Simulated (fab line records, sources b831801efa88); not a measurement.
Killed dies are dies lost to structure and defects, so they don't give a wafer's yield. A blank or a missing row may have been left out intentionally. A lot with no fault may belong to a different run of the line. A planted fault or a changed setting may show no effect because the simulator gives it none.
Commonality check across tools	flow gf180mcu	Sampled: 12 lots, 36 wafers

WHY IT WAS OPENED
Of 12 lots, 1 have the reading HV_LDD_TW flagged at GF_HV_LDD_TW_MEAS_11. Wafers without a fault read 2389, standard deviation 14.
Rule: flag the lot when none of its wafers has a number, or when each of its wafers that has one lies beyond 4 standard deviations from that mean. The rest of the lots are taken to be sound.

lot	measured	on	HV_LDD_TW, wafer by wafer	flag
L276	day 10 13:16	filmMetro-01	2406 2410 2389	
L279	day 11 11:53	filmMetro-01	30 30 30	FLAGGED
L288	day 13 22:56	filmMetro-01	2377 2379 2377	
L290	day 14 05:43	filmMetro-03	2391 2382 2392	
L289	day 14 05:50	filmMetro-03	2398 2386 2406	
L291	day 14 18:04	filmMetro-02	2404 2406 2409	
L292	day 15 00:59	filmMetro-03	2410 2401 2408	
L293	day 15 08:13	filmMetro-03	2403 2412 2405	
L296	day 16 08:39	filmMetro-02	2422 2429 2427	
L297	day 16 08:56	filmMetro-01	2377 2382 2368	
L298	day 16 16:05	filmMetro-01	2377 2371 2376	
L299	day 17 02:25	filmMetro-03	2398 2402 2383	
Averaged over the flagged lots the numbers come to 30, -2359 from the usual (-99 or more standard deviations).

TOOL THAT RAN EACH LOT
The record keeps 1 process step preceding the reading, out of 602 steps on the route. In each cell: the tool, then ch and the chambers that the sampled wafers went through, then the start.
lot	flag	GF_HV_LDD_EXPOSE_04
L276		ilineStepper-02 ch 0, day 10 03:56
L279	FLAGGED	ilineStepper-01 ch 0, day 11 02:20
L288		ilineStepper-01 ch 0, day 13 12:20
L290		ilineStepper-02 ch 0, day 13 18:27
L289		ilineStepper-01 ch 0, day 13 18:40
L291		ilineStepper-01 ch 0, day 14 07:49
L292		ilineStepper-01 ch 0, day 14 14:19
L293		ilineStepper-02 ch 0, day 14 22:07
L296		ilineStepper-02 ch 0, day 15 21:41
L297		ilineStepper-01 ch 0, day 15 22:05
L298		ilineStepper-01 ch 0, day 16 04:52
L299		ilineStepper-01 ch 0, day 16 14:34
These steps, and what they do:
- GF_HV_LDD_EXPOSE_04: exposes mask Nplus LV AREA, target cd 400 nm.
- GF_HV_LDD_TW_MEAS_11

FLAGGED AGAINST TOTAL, ONE TOOL AT A TIME (gauges that did the reading follow at the end)
step	tool	lots run	flagged	share of the flagged lots	sound lots run after its first flagged lot
GF_HV_LDD_EXPOSE_04	ilineStepper-01	8	1	all	7 (L288,L289,L291,L292,L297,L298,L299)
GF_HV_LDD_EXPOSE_04	ilineStepper-02	4	0	none	-
GF_HV_LDD_TW_MEAS_11	filmMetro-01	5	1	all	3 (L288,L297,L298)
GF_HV_LDD_TW_MEAS_11	filmMetro-02	2	0	none	-
GF_HV_LDD_TW_MEAS_11	filmMetro-03	5	0	none	-

WHAT THE TABLE ALLOWS
Rows of the table that ran all the flagged lots, 2 in number: ilineStepper-01 at GF_HV_LDD_EXPOSE_04; filmMetro-01 at GF_HV_LDD_TW_MEAS_11.
- ilineStepper-01 at GF_HV_LDD_EXPOSE_04 ran 8 lots, 1 of them flagged. Sound lots ran on it after the first flagged one (L288, L289, L291, L292, L297, L298, L299), which a lasting fault on the whole tool wouldn't allow.
- filmMetro-01 at GF_HV_LDD_TW_MEAS_11 ran 5 lots, 1 of them flagged. Sound lots ran on it after the first flagged one (L288, L297, L298), which a lasting fault on the whole tool wouldn't allow.
There is no row in the table that ran each flagged lot and no sound lot after the first.

WHAT WAS PUT IN BY THE SIMULATOR
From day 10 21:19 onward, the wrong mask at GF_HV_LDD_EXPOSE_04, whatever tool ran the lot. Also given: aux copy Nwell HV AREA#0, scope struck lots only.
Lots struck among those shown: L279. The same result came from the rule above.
